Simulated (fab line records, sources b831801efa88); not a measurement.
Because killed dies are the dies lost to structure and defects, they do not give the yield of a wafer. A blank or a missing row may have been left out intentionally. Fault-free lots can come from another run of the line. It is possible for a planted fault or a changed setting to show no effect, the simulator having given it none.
The same fault as seen by 2 desks -- flow sky130 -- every desk sees just its own numbers, and what lay behind them comes last

## TOOL OWNER'S DESK, iline stepper-01
The tool's own readings at SKY_SONOS_TUNNEL_EXPOSE_04 (exposes mask TUNM, target cd 410 nm): means of the sampled wafers that have a number, for each lot that ran on this tool. Any lot whose mean is over 4 standard deviations away from the usual mean is out of limits and marked OUT; that distance is given in the brackets.
Columns: A = exposure dose mJ cm2 at SKY_SONOS_TUNNEL_EXPOSE_04, usual 135.98; B = focus offset nm at SKY_SONOS_TUNNEL_EXPOSE_04, usual 0.0 nm
lot,first seen here,A,B
L347,day 16 08:26,135.93,-0.4
L348,day 16 16:26,136.06,0.5
L350,day 17 05:44,135.80,0.1
L351,day 17 17:19,135.99,0.2
Result from this desk: across the 4 lots, nothing is out of limits.

## METROLOGY DESK
What the gauges read, lot by lot, whatever tool the lot ran on: means of the sampled wafers that have a number. Any lot whose mean is over 4 standard deviations away from the usual mean is out of limits and marked OUT; that distance is given in the brackets.
Columns: A = VT_ADJUST_LVTN_2_TW at SKY_VT_ADJUST_LVTN_TW_MEAS_21, usual 189.0; B = VT_ADJUST_NCORE_TW at SKY_VT_ADJUST_NCORE_TW_MEAS_11, usual 219.9; C = SONOS_ONO_OXIDATION_THK at SKY_SONOS_ONO_THK_MEAS_01, usual 2.58 nm
lot,first seen here,A,B,C
L333,day 8 16:53,189.6,219.9,2.56
L339,day 10 02:55,189.4,219.5,-
L340,day 10 10:19,189.6,221.2,-
L343,day 11 10:41,190.3,221.3,2.64
L344,day 11 13:53,189.7,221.1,2.64
L345,day 12 00:50,188.6,220.6,2.66
L346,day 12 06:47,187.6,219.2,2.61
L347,day 12 14:05,189.4,218.8,2.58
L348,day 12 20:04,187.5,218.7,2.52
L349,day 13 03:22,190.4,218.8,2.56
L350,day 13 07:01,189.4,220.9,2.55
L351,day 13 16:25,188.1,220.8,2.59
L352,day 13 22:22,187.7,219.1,2.49
L353,day 14 06:35,189.3,219.6,2.56
Result from this desk: across the 14 lots, nothing is out of limits.

## PUT TOGETHER
Nothing out of limits was seen by the tool owner's desk.
The metrology desk saw nothing out of limits.

## WHAT WAS PUT IN BY THE SIMULATOR
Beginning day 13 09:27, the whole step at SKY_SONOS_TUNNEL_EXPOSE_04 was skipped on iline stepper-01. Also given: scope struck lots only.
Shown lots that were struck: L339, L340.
